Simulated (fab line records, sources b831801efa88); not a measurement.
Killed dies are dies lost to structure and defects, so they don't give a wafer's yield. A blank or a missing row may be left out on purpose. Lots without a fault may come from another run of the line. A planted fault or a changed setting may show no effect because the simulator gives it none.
One fault seen from 2 desks | flow sky130 | each desk has only its own numbers; what lay behind them comes last

THE METROLOGY DESK
What the gauges read, lot by lot, whatever tool the lot ran on: means of the sampled wafers that have a number. A lot is out of limits, marked OUT, if its mean lies more than 4 standard deviations from the usual mean; the brackets give that distance.
Columns: A = LOCAL_INTERCONNECT_TIN_RS at SKY_LOCAL_INTERCONNECT_RS_MEAS_01, usual 14.16 ohm/sq
lot  | first seen here | A
L326 | day 30 11:34    | 14.26
L328 | day 30 14:39    | 13.80
L330 | day 30 18:04    | 14.19
L331 | day 30 18:32    | 14.38
L332 | day 31 16:18    | 14.49
L335 | day 32 03:48    | 14.00
L337 | day 32 14:58    | 13.96
L338 | day 33 06:24    | 14.09
L340 | day 33 13:35    | 14.12
L342 | day 34 15:29    | 14.39
L343 | day 34 18:48    | 14.24
L345 | day 35 11:05    | 14.12
L346 | day 35 20:26    | 14.17
This desk's finding: nothing out of limits on any of the 13 lots.

THE TOOL OWNER'S DESK: rie_metal-01
The tool's own readings at SKY_METAL1_METAL_ETCH_19 (etches the open film in Cl2/BCl3, stops on SiO2, target depth 360 nm, time 78 s): means of the sampled wafers that have a number, for each lot that ran on this tool. A lot is out of limits, marked OUT, if its mean lies more than 4 standard deviations from the usual mean; the brackets give that distance.
Columns: A = drypump_motor_current_A at SKY_METAL1_METAL_ETCH_19, usual 5.8 A; B = oes_product_au at SKY_METAL1_METAL_ETCH_19, usual 0.853 a.u.; C = throttle_valve_pct at SKY_METAL1_METAL_ETCH_19, usual 22.264 %
lot  | first seen here | A   | B               | C
L326 | day 33 23:35    | 6.3 | 0.856           | 22.261
L328 | day 34 02:29    | 6.1 | 0.851           | 22.254
L330 | day 34 06:08    | 6.1 | 0.853           | 22.272
L332 | day 35 04:08    | 6.1 | 0.787 (-12) OUT | 22.268
This desk's finding: out of limits on L332; first on L332, day 35 04:08 (oes_product_au at SKY_METAL1_METAL_ETCH_19). In limits: L326, L328, L330.

PUT TOGETHER
The tool owner's desk could have raised an alarm at day 35 04:08, on L332.
The metrology desk saw nothing out of limits.
The metrology desk has L332 on record, within its limits.
Of the lots named, all ran SKY_METAL1_METAL_ETCH_19 on rie_metal-01.

WHAT THE SIMULATOR HAD PUT IN
Process parameter drift: rie_metal-01, from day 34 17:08 on, at SKY_METAL1_METAL_ETCH_19. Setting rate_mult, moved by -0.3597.
Lots struck among those shown: L332.
Hours from the fault's start to each desk's first reading out of limits: the tool owner's desk, 11.
